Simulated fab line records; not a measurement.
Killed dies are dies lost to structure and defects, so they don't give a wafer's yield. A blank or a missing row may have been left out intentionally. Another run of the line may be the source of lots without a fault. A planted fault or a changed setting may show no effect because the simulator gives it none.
2 desks looking at one fault    flow sky130    numbers are kept per desk, each desk with only its own; the story behind them comes last

THE TOOL OWNER'S DESK: litho_track-02
The tool's own readings at SKY_POLY_CUT_DEVELOP_07 (develop time 60 s): means of the sampled wafers that have a number, for each lot that ran on this tool. If a lot's mean is further than 4 standard deviations from the usual mean, the lot is out of limits and carries the mark OUT (the distance appears in the brackets).
Columns: A = developer_temp_C at SKY_POLY_CUT_DEVELOP_07, usual 21.00 C
lot   first seen here  A
L764  day 24 07:00     21.03
L765  day 24 15:00     20.95
L769  day 25 21:00     21.07
L770  day 26 05:00     20.94
L771  day 26 19:00     21.17
L779  day 29 12:00     20.18 (-8.4) OUT
L781  day 30 05:00     20.10 (-9.2) OUT
Finding of this desk: L779, L781 out of limits; the first was L779 at day 29 12:00, on developer_temp_C at SKY_POLY_CUT_DEVELOP_07. L764, L765, L769, L770, L771 stayed within limits.

THE METROLOGY DESK
Lot by lot, what the gauges showed, no matter which tool ran the lot: averages of those sampled wafers that carry a number. If a lot's mean is further than 4 standard deviations from the usual mean, the lot is out of limits and carries the mark OUT (the distance appears in the brackets).
Columns: A = VT_ADJUST_NCORE_OVL at SKY_VT_ADJUST_NCORE_OVL_MEAS_08, usual 0.1 nm
lot   first seen here  A
L764  day 8 18:07      0.2
L765  day 8 22:37      1.9
L766  day 9 02:13      -0.0
L768  day 9 18:43      -1.5
L769  day 10 02:31     1.0
L770  day 10 06:52     0.1
L771  day 10 14:35     0.3
L773  day 11 03:46     0.3
L775  day 11 17:19     0.4
L779  day 13 01:37     0.5
L780  day 13 10:46     -0.4
L781  day 13 15:56     -2.2
L782  day 13 22:45     2.3
Result from this desk: across the 13 lots, nothing is out of limits.

PUT TOGETHER
On L779, L781, at day 29 12:00, an alarm was possible from the tool owner's desk.
Nothing out of limits was seen by the metrology desk.
The metrology desk has L779, L781 on record, within its limits.
Every lot named ran SKY_POLY_CUT_DEVELOP_07 on litho_track-02.

WHAT THE SIMULATOR HAD INSERTED
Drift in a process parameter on litho_track-02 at SKY_POLY_CUT_DEVELOP_07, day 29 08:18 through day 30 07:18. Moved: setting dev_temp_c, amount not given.
Shown lots that were struck: L779, L781.
Time in hours from fault onset to the first out-of-limits reading at each desk: the tool owner's desk, 4.
